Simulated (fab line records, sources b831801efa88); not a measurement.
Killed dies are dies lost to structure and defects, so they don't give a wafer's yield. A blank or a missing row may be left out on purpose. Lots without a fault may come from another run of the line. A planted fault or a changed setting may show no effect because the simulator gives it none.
fab line records | flow gf180mcu
record lots=12 wafers=36 last_day=34
route steps=602 shown MVSD@77 DUAL_GATE@143 SAB@275 CONTACT@291
lots that met no fault: from a run of the same line without faults
start_h: hours from the record's first day to the start of the lot's first wafer shown | wait_h: hours since the lot's step before | " the same as in the row above | L1.1+2: a row that stands for several wafers | - no value, or no start given | * or withheld: withheld | < > ~ a bound
route shown NAME@n: a module of which the file shows steps, and the number in the route of the first | usual: mean/standard deviation of fault-free wafers | same: alike in all rows | chamber/n: place in a boat | sites: the reading at each site | _std_site: their standard deviation | _edge_site: outer sites' mean less inner sites' | radius_mm: how far each site lies from the wafer's centre | mask NAME#n: copy n | behind: the tool/chamber that last shaped the wafer | hold: why the lot was held/for how many hours/how that ended | device: the transistor (n, p or np) that didn't switch | end of line: the same wafers' tests at the end of the route | a step without rows: its recipe alone | killed: dies lost to structure and defects at the first sort, not the wafer's yield | map: a wafer's dies, x killed, . not, _ none there
set.NAME: the setting as run; set.NAME@STEP: as run at that earlier step | model.NAME: the simulator's own value behind a step, which no gauge read
steps of the route over a sample of lots; a table a step, a row a wafer
services: from which hour (start_h, from the record's first day; less than 0 if before it) a tool's chamber was out of use, for how many hours, and why
## steps
# step GF_MVSD_TW_MEAS_11
# usual MVSD_TW=1568/11
# columns lot.wafer tool chamber start_h wait_h MVSD_TW
L940.2 film_metro-01 - 83.71 0.1 1584
L940.4 " - " " 1578
L940.5 " - " " 1579
L941.2 film_metro-03 - 89.91 0.1 1559
L941.4 " - " " 1564
L941.5 " - " " 1562
L942.1 film_metro-04 - 94.50 0.1 1576
L942.4 " - " " 1574
L942.5 " - " " 1565
L943.1 film_metro-04 - 101.39 0.1 1572
L943.3 " - " " 1565
L943.4 " - " " 1563
L944.3 film_metro-03 - 107.21 0.1 1555
L944.4 " - " " 1546
L944.5 " - " " 1539
L945.2 film_metro-01 - 111.65 0.1 1563
L945.3 " - " " 1571
L945.6 " - " " 1556
L946.1 film_metro-03 - 117.05 0.1 1543
L946.4 " - " " 1552
L946.5 " - " " 1551
L954.1 film_metro-03 - 162.59 0.1 1552
L954.2 " - " " 1560
L954.4 " - " " 1559
L955.1 film_metro-01 - 167.59 0.1 1590
L955.2 " - " " 1591
L955.4 " - " " 1596
L959.4 film_metro-03 - 192.52 0.1 1569
L959.5 " - " " 1573
L959.6 " - " " 1560
L961.1 film_metro-01 - 202.64 0.1 1574
L961.2 " - " " 1574
L961.3 " - " " 1583
L963.3 film_metro-04 - 215.31 0.1 1567
L963.4 " - " " 1576
L963.5 " - " " 1577
# step GF_DUAL_GATE_OXIDATION_02
# recipe temp_c=900 ambient=O2 stabilise_s=600 purge_s=300 target_thk_a=108.87 ox_time_s=1602
# usual spike_tc_bottom_C=920/3.7 spike_tc_centre_C=900.8/1.4 spike_tc_lower_C=899.4/1 spike_tc_top_C=911/6 spike_tc_upper_C=899.8/1 tube_center_temp_C=900.01/0.08 tube_center_temp_C_max=902.4/0.4 zone_power_bottom_pct=26.3/0.39 zone_power_upper_pct=16.2/0.3
# columns lot.wafer tool chamber start_h wait_h spike_tc_bottom_C spike_tc_centre_C spike_tc_lower_C spike_tc_top_C spike_tc_upper_C tube_center_temp_C tube_center_temp_C_max zone_power_bottom_pct zone_power_upper_pct
L940.2 furnace-02 0 160.41 0.9 916 901.1 900.5 918 902.3 900.01 902.3 26.7 16.5
L940.4 " 0 " " 914 898.8 899.9 917 898.4 900.06 903.1 26.7 16.6
L940.5 " 0 " " 917 899.5 899.6 916 898.6 900.04 902.3 26.7 16.2
L941.2 furnace-01 0 165.61 1.0 923 901.8 899.6 906 901.0 900 901.9 26.1 15.8
L941.4 " 0 " " 924 899.7 901.1 905 899.8 899.95 902.6 26.1 16.1
L941.5 " 0 " " 925 901.8 899.0 904 900.3 899.86 902.1 26.3 15.7
L942.1 furnace-01 0 171.93 0.0 923 900.4 899.5 906 900.5 899.94 902.2 26.7 15.9
L942.4 " 0 " " 924 900.2 899.1 904 899.5 899.93 902.9 25.9 15.9
L942.5 " 0 " " 923 902.1 899.7 905 898.7 899.95 902.2 26.4 15.9
L943.1 furnace-02 0 179.22 0.2 917 901.0 902.0 918 900.6 899.89 902.4 26.7 16.4
L943.3 " 0 " " 917 900.4 900.3 915 900.4 900.01 902.0 26.4 16.6
L943.4 " 0 " " 917 901.6 899.6 917 898.7 900.04 902.2 26.6 16.4
L944.3 furnace-01 0 186.51 1.3 922 903.6 897.2 905 901.7 899.95 902.6 25.8 15.8
L944.4 " 0 " " 924 904.3 900.1 906 899.6 900.03 902.4 26.2 16.1
L944.5 " 0 " " 922 901.4 897.8 905 901.9 900.19 902.8 26.1 16.0
L945.2 furnace-02 0 192.91 2.6 917 899.2 899.4 916 898.2 900.08 903.2 26.7 16.3
L945.3 " 0 " " 917 901.6 898.8 918 899.5 899.96 902.1 26.4 16.4
L945.6 " 0 " " 918 899.5 898.7 917 900.0 900.11 902.1 26.5 16.5
L946.1 furnace-02 0 196.87 0.8 918 899.2 899.6 916 900.3 900.07 902.4 26.5 16.4
L946.4 " 0 " " 915 899.8 900.2 915 899.5 899.95 902.1 26.6 16.2
L946.5 " 0 " " 915 900.0 899.4 916 899.0 900.02 902.3 27.0 16.6
L954.1 furnace-01 0 252.07 0.5 904 883.3 877.7 885 880.0 880.02 883.0 25.2 15.2
L954.2 " 0 " " 903 882.5 878.9 885 879.2 879.88 882.7 25.0 15.1
L954.4 " 0 " " 903 882.5 879.3 886 882.0 879.94 881.8 24.8 15.3
L955.1 furnace-01 0 257.41 0.0 904 882.3 878.9 884 878.6 880.04 882.9 24.9 15.1
L955.2 " 0 " " 904 880.5 880.7 885 879.0 880 881.8 25.5 15.5
L955.4 " 0 " " 904 879.6 879.7 885 878.4 879.94 883.2 24.8 15.0
L959.4 furnace-02 0 287.42 0.0 919 902.0 900.0 916 899.8 899.94 902.8 26.7 16.4
L959.5 " 0 " " 917 901.1 900.4 919 899.7 900.09 902.4 26.5 16.5
L959.6 " 0 " " 914 901.0 900.1 918 899.3 899.99 902.6 26.8 16.4
L961.1 furnace-02 0 298.64 0.8 915 899.0 897.2 916 899.2 900.04 902.3 27.2 16.5
L961.2 " 0 " " 917 899.6 899.5 918 899.3 899.77 902.2 26.9 16.5
L961.3 " 0 " " 917 897.7 899.7 916 899.5 899.9 901.9 26.0 16.6
L963.3 furnace-02 0 311.96 0.1 915 899.8 898.6 917 898.7 899.89 902.7 26.5 16.3
L963.4 " 0 " " 917 900.7 898.8 919 900.6 900 902.1 26.7 16.3
L963.5 " 0 " " 917 900.6 898.2 915 900.1 900.04 901.8 26.4 16.3
# step GF_DUAL_GATE_THK_MEAS_03
# recipe reads=SiO2_of_DUAL_GATE_OXIDATION_02
# usual DUAL_GATE_OXIDATION_00_THK=10.97/0.21
# columns lot.wafer tool chamber start_h wait_h DUAL_GATE_OXIDATION_00_THK[nm]
L940.2 film_metro-03 - 161.87 0.0 10.89
L940.4 " - " " 10.76
L940.5 " - " " 10.95
L941.2 film_metro-03 - 167.06 0.0 10.65
L941.4 " - " " 10.59
L941.5 " - " " 10.41
L942.1 film_metro-01 - 173.38 0.0 11.01
L942.4 " - " " 11.07
L942.5 " - " " 11.04
L943.1 film_metro-02 - 180.67 0.0 10.68
L943.3 " - " " 10.86
L943.4 " - " " 10.70
L944.3 film_metro-02 - 187.98 0.0 10.68
L944.4 " - " " 10.86
L944.5 " - " " 10.89
L945.2 film_metro-02 - 194.36 0.0 11.35
L945.3 " - " " 11.18
L945.6 " - " " 11.25
L946.1 film_metro-01 - 198.32 0.0 10.95
L946.4 " - " " 11.06
L946.5 " - " " 11.11
L954.1 film_metro-02 - 253.51 0.0 8.75
L954.2 " - " " 8.52
L954.4 " - " " 8.43
L955.1 film_metro-01 - 258.85 0.0 8.95
L955.2 " - " " 8.87
L955.4 " - " " 8.98
L959.4 film_metro-02 - 288.90 0.0 11.01
L959.5 " - " " 11.03
L959.6 " - " " 10.87
L961.1 film_metro-02 - 300.15 0.1 11.31
L961.2 " - " " 10.98
L961.3 " - " " 11.03
L963.3 film_metro-03 - 313.42 0.0 10.85
L963.4 " - " " 10.87
L963.5 " - " " 10.85
# step GF_SAB_ETCH_11
# recipe chemistry=C4F8/O2/Ar mask_material=NOVOLAK target=SiO2 target_depth_nm=55 source_w=1500 bias_w=1200 pressure_mtorr=40 c4f8_flow_sccm=withheld O2_flow_sccm=6 Ar_flow_sccm=300 time_s=8.5
# usual oes_product_au=1.001/0.014
# columns lot.wafer tool chamber start_h wait_h oes_product_au rf_hours_counter_h
L940.2 rie_diel-02 1 342.56 0.0 1.004 13
L940.4 " 3 " " 0.975 101
L940.5 " 3 " " 0.985 -
L941.2 rie_diel-02 2 347.91 0.0 1.018 53
L941.4 " 0 " " 1.006 95
L941.5 " 1 " " 0.993 -
L942.1 rie_diel-02 1 355.61 0.0 0.997 14
L942.4 " 3 " " 0.972 101
L942.5 " 1 " " 0.990 -
L943.1 rie_diel-01 2 365.81 0.0 1.005 76
L943.3 " 1 " " 1.029 3
L943.4 " 3 " " 1.003 16
L944.3 rie_diel-01 3 376.00 0.0 1.000 16
L944.4 " 2 " " 1.000 77
L944.5 " 0 " " 0.990 -
L945.2 rie_diel-04 2 385.01 0.0 1.026 10
L945.3 " 0 " " 0.992 2
L945.6 " 0 " " 0.994 -
L946.1 rie_diel-04 0 388.21 0.0 0.984 2
L946.4 " 3 " " 0.994 83
L946.5 " 0 " " 0.988 -
L954.1 rie_diel-04 0 461.46 0.0 0.991 3
L954.2 " 2 " " 1.024 12
L954.4 " 1 " " 0.983 20
L955.1 rie_diel-02 0 468.80 0.0 1.004 98
L955.2 " 3 " " 0.966 0
L955.4 " 1 " " 1.000 17
L959.4 rie_diel-01 1 504.55 0.0 1.014 7
L959.5 " 1 " " 1.009 -
L959.6 " 2 " " 0.984 -
L961.1 rie_diel-02 3 519.05 0.0 0.988 1
L961.2 " 0 " " 0.991 0
L961.3 " 1 " " 1.010 18
L963.3 rie_diel-02 3 532.35 0.0 0.974 1
L963.4 " 0 " " 0.999 1
L963.5 " 0 " " 0.998 -
# step GF_CONTACT_CMP_04
# recipe material=SiO2 down_force_psi=4 platen_rpm=60 pad_velocity_m_s=0.94248
# usual motor_current_A=12.6/0.92 time_to_endpoint_s=110/6.3
# columns lot.wafer tool chamber start_h wait_h motor_current_A time_to_endpoint_s
L940.2 cmp-02 3 344.01 0.1 12.8 117
L940.4 " 0 " " 12.9 108
L940.5 " 3 " " 13.5 113
L941.2 cmp-01 2 349.14 0.0 12.8 115
L941.4 " 3 " " 15.2 109
L941.5 " 3 " " 13.8 106
L942.1 cmp-01 1 356.88 0.1 12.9 106
L942.4 " 2 " " 12.3 113
L942.5 " 0 " " 10.7 111
L943.3 cmp-02 2 367.02 0.0 12.4 110
L943.4 " 3 " " 12.4 116
L943.1 " 1 " " 12.7 113
L944.4 cmp-01 3 377.21 0.0 14.2 107
L944.3 " 2 " " 12.7 103
L944.5 " 0 " " 10.5 114
L945.2 cmp-02 3 386.31 0.0 13.1 107
L945.3 " 0 " " 12.5 103
L945.6 " 3 " " 13.0 110
L946.1 cmp-02 3 389.43 0.1 13.3 109
L946.4 " 2 " " 12.2 105
L946.5 " 0 " " 13.1 111
L954.2 cmp-02 2 462.57 0.0 11.7 111
L954.4 " 0 " " 13.1 108
L954.1 " 1 " " 12.0 121
L955.4 cmp-02 1 469.91 0.0 11.6 117
L955.1 " 2 " " 12.6 105
L955.2 " 0 " " 12.7 105
L959.4 cmp-02 3 505.72 0.1 12.7 107
L959.6 " 2 " " 12.4 109
L959.5 " 3 " " 12.6 109
L961.3 cmp-02 3 520.35 0.0 13.4 103
L961.1 " 0 " " 12.8 96
L961.2 " 2 " " 12.9 105
L963.4 cmp-02 3 533.46 0.0 12.4 102
L963.3 " 2 " " 12.2 103
L963.5 " 3 " " 13.0 109
## services
# columns tool chamber start_h hours kind
cmp-02 - 141.30 7.3 pm
furnace-02 - 146.38 6.6 pm
cmp-02 - 148.60 3.9 pm
furnace-02 - 152.95 3.1 pm
cmp-02 - 154.50 0.6 repair
cmp-02 - 164.10 3.7 repair
rie_diel-02 3 173.50 5.5 repair
furnace-02 - 174.55 3.5 repair
rie_diel-02 - 218.41 0.3 repair
rie_diel-02 3 235.34 19.1 repair
cmp-02 - 274.28 0.6 repair
rie_diel-02 - 282.99 0.5 repair
furnace-02 - 290.42 3.9 pm
cmp-02 - 314.53 0.6 repair
furnace-02 - 318.26 2.9 pm
furnace-02 - 363.13 6.0 repair
rie_diel-02 3 370.35 7.9 repair
rie_diel-02 0 390.02 16.0 repair
furnace-02 - 398.20 2.4 repair
cmp-02 - 404.05 4.0 pm
rie_diel-02 1 445.23 12.0 repair
rie_diel-02 1 470.22 9.1 repair
furnace-02 - 486.26 3.7 pm
cmp-02 - 510.42 7.3 pm
## key
first_sign step=GF_DUAL_GATE_OXIDATION_02 reading=tube_center_temp_C direction=down sigmas=99+ usual=* struck=*
effect step=GF_DUAL_GATE_OXIDATION_02 reading=tube_center_temp_C_max direction=down sigmas=49 usual=* struck=*
effect step=GF_DUAL_GATE_THK_MEAS_03 reading=DUAL_GATE_OXIDATION_00_THK direction=down sigmas=11 usual=10.97 struck=8.75
met_at GF_DUAL_GATE_OXIDATION_02
struck_lots L954,L955
tester_left_out L954,L955
not_acting_at GF_MVSD_TW_MEAS_11,GF_SAB_ETCH_11,GF_CONTACT_CMP_04
onset_between 186.51 252.07
fault kind=process_parameter_drift tool=furnace-01 chamber=- onset_h=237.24 steps=GF_DUAL_GATE_OXIDATION_02 channel=temp_c offset=* shape=step end_h=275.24 acts_in=* stated=*
# tester_left_out: of these lots the tester's yield and bins aren't shown, on N5 and GAA mostly nor the transistor test; their killed dies are dies lost to structure and defects alone, not to doping, threshold or leakage, so they don't give the yield
